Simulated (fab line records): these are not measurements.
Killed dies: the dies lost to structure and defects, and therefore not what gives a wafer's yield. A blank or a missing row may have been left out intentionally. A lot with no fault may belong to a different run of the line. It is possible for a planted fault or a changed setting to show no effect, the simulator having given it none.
What tool caused it? || flow sky130 || 12 lots, 36 wafers sampled, at 4 steps of a route of 708

WHAT EACH GAUGE READ, for each wafer
SKY_VIA4_OVL_MEAS_11.
{"lot": "L383", "measured": "day 43 20:51", "on": "overlay-01", "VIA4_OVL (nm)": "-0.6 -0.6 -0.2"}
{"lot": "L387", "measured": "day 43 21:08", "on": "overlay-02", "VIA4_OVL (nm)": "0.4 -1.7 -1.7"}
{"lot": "L388", "measured": "day 43 21:35", "on": "overlay-02", "VIA4_OVL (nm)": "1.0 1.8 0.2"}
{"lot": "L389", "measured": "day 44 20:47", "on": "overlay-01", "VIA4_OVL (nm)": "-1.3 -1.8 -2.5"}
{"lot": "L390", "measured": "day 44 22:05", "on": "overlay-01", "VIA4_OVL (nm)": "1.0 1.0 0.7"}
{"lot": "L391", "measured": "day 45 01:30", "on": "overlay-01", "VIA4_OVL (nm)": "-2.0 -2.9 -2.9"}
{"lot": "L393", "measured": "day 48 22:14", "on": "overlay-01", "VIA4_OVL (nm)": "0.7 0.3 -1.7"}
{"lot": "L396", "measured": "day 48 22:32", "on": "overlay-01", "VIA4_OVL (nm)": "-1.1 -1.3 -0.7"}
{"lot": "L392", "measured": "day 48 23:32", "on": "overlay-02", "VIA4_OVL (nm)": "2.1 0.2 0.5"}
{"lot": "L402", "measured": "day 49 00:50", "on": "overlay-01", "VIA4_OVL (nm)": "2.7 1.0 2.6"}
{"lot": "L403", "measured": "day 49 08:41", "on": "overlay-01", "VIA4_OVL (nm)": "-1.2 -0.8 -1.5"}
{"lot": "L399", "measured": "day 49 10:45", "on": "overlay-01", "VIA4_OVL (nm)": "2.0 1.6 0.2"}

SKY_PASSIVATION_THK_MEAS_01.
{"lot": "L383", "measured": "day 44 22:04", "on": "film metro-02", "PASSIVATION_CVD_00_THK (nm)": "89.1 89.9 89.3"}
{"lot": "L387", "measured": "day 44 22:17", "on": "film metro-03", "PASSIVATION_CVD_00_THK (nm)": "88.1 89.5 88.8"}
{"lot": "L388", "measured": "day 44 22:16", "on": "film metro-02", "PASSIVATION_CVD_00_THK (nm)": "89.1 88.7 92.4"}
{"lot": "L389", "measured": "day 45 23:49", "on": "film metro-03", "PASSIVATION_CVD_00_THK (nm)": "88.4 86.2 88.4"}
{"lot": "L390", "measured": "day 46 00:25", "on": "film metro-03", "PASSIVATION_CVD_00_THK (nm)": "88.8 90.6 90.1"}
{"lot": "L391", "measured": "day 46 03:50", "on": "film metro-03", "PASSIVATION_CVD_00_THK (nm)": "90.9 90.1 89.7"}
{"lot": "L393", "measured": "day 49 18:25", "on": "film metro-04", "PASSIVATION_CVD_00_THK (nm)": "86.0 87.7 88.1"}
{"lot": "L396", "measured": "day 49 19:26", "on": "film metro-02", "PASSIVATION_CVD_00_THK (nm)": "89.0 90.5 91.3"}
{"lot": "L392", "measured": "day 49 20:26", "on": "film metro-04", "PASSIVATION_CVD_00_THK (nm)": "88.1 91.0 91.1"}
{"lot": "L402", "measured": "day 49 20:46", "on": "film metro-02", "PASSIVATION_CVD_00_THK (nm)": "87.8 87.3 90.0"}
{"lot": "L403", "measured": "day 50 03:47", "on": "film metro-02", "PASSIVATION_CVD_00_THK (nm)": "87.7 89.1 89.8"}
{"lot": "L399", "measured": "day 50 06:21", "on": "film metro-04", "PASSIVATION_CVD_00_THK (nm)": "89.3 90.2 91.8"}

WHICH TOOL RAN EACH LOT (tool, then ch and the chambers of the sampled wafers, then the start)
{"lot": "L383", "SKY_METAL5_SPUTTER_00": "pvd sputter-04, day 43 22:31", "SKY_METAL5_METAL_ETCH_15": "rie metal-03 ch 0,1, day 44 20:10"}
{"lot": "L387", "SKY_METAL5_SPUTTER_00": "pvd sputter-03, day 43 22:39", "SKY_METAL5_METAL_ETCH_15": "rie metal-02 ch 0,1, day 44 20:28"}
{"lot": "L388", "SKY_METAL5_SPUTTER_00": "pvd sputter-04, day 43 23:13", "SKY_METAL5_METAL_ETCH_15": "rie metal-01 ch 1, day 44 21:07"}
{"lot": "L389", "SKY_METAL5_SPUTTER_00": "pvd sputter-02, day 44 22:59", "SKY_METAL5_METAL_ETCH_15": "rie metal-03 ch 0,1, day 45 22:55"}
{"lot": "L390", "SKY_METAL5_SPUTTER_00": "pvd sputter-02, day 44 23:47", "SKY_METAL5_METAL_ETCH_15": "rie metal-03 ch 0,1, day 45 23:34"}
{"lot": "L391", "SKY_METAL5_SPUTTER_00": "pvd sputter-03, day 45 02:56", "SKY_METAL5_METAL_ETCH_15": "rie metal-01 ch 0,1, day 46 03:02"}
{"lot": "L393", "SKY_METAL5_SPUTTER_00": "pvd sputter-03, day 48 23:38", "SKY_METAL5_METAL_ETCH_15": "rie metal-03 ch 0,1, day 49 17:34"}
{"lot": "L396", "SKY_METAL5_SPUTTER_00": "pvd sputter-04, day 48 23:59", "SKY_METAL5_METAL_ETCH_15": "rie metal-01 ch 0,1, day 49 18:34"}
{"lot": "L392", "SKY_METAL5_SPUTTER_00": "pvd sputter-03, day 49 00:56", "SKY_METAL5_METAL_ETCH_15": "rie metal-03 ch 0,1, day 49 19:34"}
{"lot": "L402", "SKY_METAL5_SPUTTER_00": "pvd sputter-04, day 49 02:16", "SKY_METAL5_METAL_ETCH_15": "rie metal-01 ch 0,1, day 49 19:55"}
{"lot": "L403", "SKY_METAL5_SPUTTER_00": "pvd sputter-04, day 49 10:05", "SKY_METAL5_METAL_ETCH_15": "rie metal-03 ch 0,1, day 50 02:55"}
{"lot": "L399", "SKY_METAL5_SPUTTER_00": "pvd sputter-04, day 49 12:13", "SKY_METAL5_METAL_ETCH_15": "rie metal-02 ch 0,1, day 50 05:33"}
- SKY_METAL5_SPUTTER_00: material Ti, target thk 15 nm, time 10 s.
- SKY_METAL5_METAL_ETCH_15: etches the open film in Cl2/BCl3, stops on SiO2, target depth 1260 nm, time 252 s.

AS READ BY THE TOOLS THEMSELVES (means over the sampled wafers that have a number; for cases with no such wafer, the mark the record gives instead)
SKY_METAL5_SPUTTER_00.
{"lot": "L383", "tool": "pvd sputter-04", "throttle valve pct (%)": 31.2}
{"lot": "L387", "tool": "pvd sputter-03", "throttle valve pct (%)": 30.3}
{"lot": "L388", "tool": "pvd sputter-04", "throttle valve pct (%)": 30.1}
{"lot": "L389", "tool": "pvd sputter-02", "throttle valve pct (%)": 30.0}
{"lot": "L390", "tool": "pvd sputter-02", "throttle valve pct (%)": 29.6}
{"lot": "L391", "tool": "pvd sputter-03", "throttle valve pct (%)": 29.4}
{"lot": "L393", "tool": "pvd sputter-03", "throttle valve pct (%)": 29.2}
{"lot": "L396", "tool": "pvd sputter-04", "throttle valve pct (%)": 31.3}
{"lot": "L392", "tool": "pvd sputter-03", "throttle valve pct (%)": 29.8}
{"lot": "L402", "tool": "pvd sputter-04", "throttle valve pct (%)": 30.4}
{"lot": "L403", "tool": "pvd sputter-04", "throttle valve pct (%)": 30.3}
{"lot": "L399", "tool": "pvd sputter-04", "throttle valve pct (%)": 29.7}

SKY_METAL5_METAL_ETCH_15.
{"lot": "L383", "tool": "rie metal-03", "bias w (W)": 48.49, "drypump motor current A (A)": 5.98, "he backside leak sccm (sccm)": 3.1, "oes product au (a.u.)": 0.900, "throttle valve pct (%)": 22.260}
{"lot": "L387", "tool": "rie metal-02", "bias w (W)": 48.36, "drypump motor current A (A)": 6.03, "he backside leak sccm (sccm)": 3.4, "oes product au (a.u.)": 0.894, "throttle valve pct (%)": 22.264}
{"lot": "L388", "tool": "rie metal-01", "bias w (W)": 48.53, "drypump motor current A (A)": 5.76, "he backside leak sccm (sccm)": 3.5, "oes product au (a.u.)": 0.891, "throttle valve pct (%)": 22.265}
{"lot": "L389", "tool": "rie metal-03", "bias w (W)": 48.48, "drypump motor current A (A)": 5.96, "he backside leak sccm (sccm)": 3.2, "oes product au (a.u.)": 0.895, "throttle valve pct (%)": 22.268}
{"lot": "L390", "tool": "rie metal-03", "bias w (W)": 48.51, "drypump motor current A (A)": 5.99, "he backside leak sccm (sccm)": 3.3, "oes product au (a.u.)": 0.889, "throttle valve pct (%)": 22.258}
{"lot": "L391", "tool": "rie metal-01", "bias w (W)": 48.64, "drypump motor current A (A)": 6.11, "he backside leak sccm (sccm)": 3.5, "oes product au (a.u.)": 0.893, "throttle valve pct (%)": 22.268}
{"lot": "L393", "tool": "rie metal-03", "bias w (W)": 48.51, "drypump motor current A (A)": 5.97, "he backside leak sccm (sccm)": 3.3, "oes product au (a.u.)": 0.893, "throttle valve pct (%)": 22.266}
{"lot": "L396", "tool": "rie metal-01", "bias w (W)": 48.51, "drypump motor current A (A)": 5.93, "he backside leak sccm (sccm)": 3.5, "oes product au (a.u.)": 0.893, "throttle valve pct (%)": 22.258}
{"lot": "L392", "tool": "rie metal-03", "bias w (W)": 48.58, "drypump motor current A (A)": 5.96, "he backside leak sccm (sccm)": 3.3, "oes product au (a.u.)": 0.891, "throttle valve pct (%)": 22.269}
{"lot": "L402", "tool": "rie metal-01", "bias w (W)": 48.37, "drypump motor current A (A)": 5.95, "he backside leak sccm (sccm)": 3.5, "oes product au (a.u.)": 0.897, "throttle valve pct (%)": 22.271}
{"lot": "L403", "tool": "rie metal-03", "bias w (W)": 48.63, "drypump motor current A (A)": 5.95, "he backside leak sccm (sccm)": 3.4, "oes product au (a.u.)": 0.895, "throttle valve pct (%)": 22.261}
{"lot": "L399", "tool": "rie metal-02", "bias w (W)": 48.68, "drypump motor current A (A)": 5.88, "he backside leak sccm (sccm)": 3.3, "oes product au (a.u.)": 0.891, "throttle valve pct (%)": 22.270}

THE ANSWER, worked out from the rows above alone
Rule: what is usual is taken from the lots themselves. Put in order of their means at a reading, lots are off if they are a third of the lots or fewer, leave a main group of 4 or more, and stand apart from it by a gap of 3 or more times the standard deviation of the main group's means; of several such gaps the widest counts. The tables above print the reading to a certain number of digits; a main group whose means all agree to those digits is not used. A lot without any number at a reading at which 4 lots or more have one is off too. All remaining lots with rows at the step are treated as sound. First the gauges in route order, then the tools' own readings, where a lot's mean is used as printed above. The first step at which some lot is off is used, and at that step the reading that is off furthest; a lot without a number counts as furthest.
None of the lots is off at any reading shown; this tells nothing.

WHAT WAS PUT IN BY THE SIMULATOR
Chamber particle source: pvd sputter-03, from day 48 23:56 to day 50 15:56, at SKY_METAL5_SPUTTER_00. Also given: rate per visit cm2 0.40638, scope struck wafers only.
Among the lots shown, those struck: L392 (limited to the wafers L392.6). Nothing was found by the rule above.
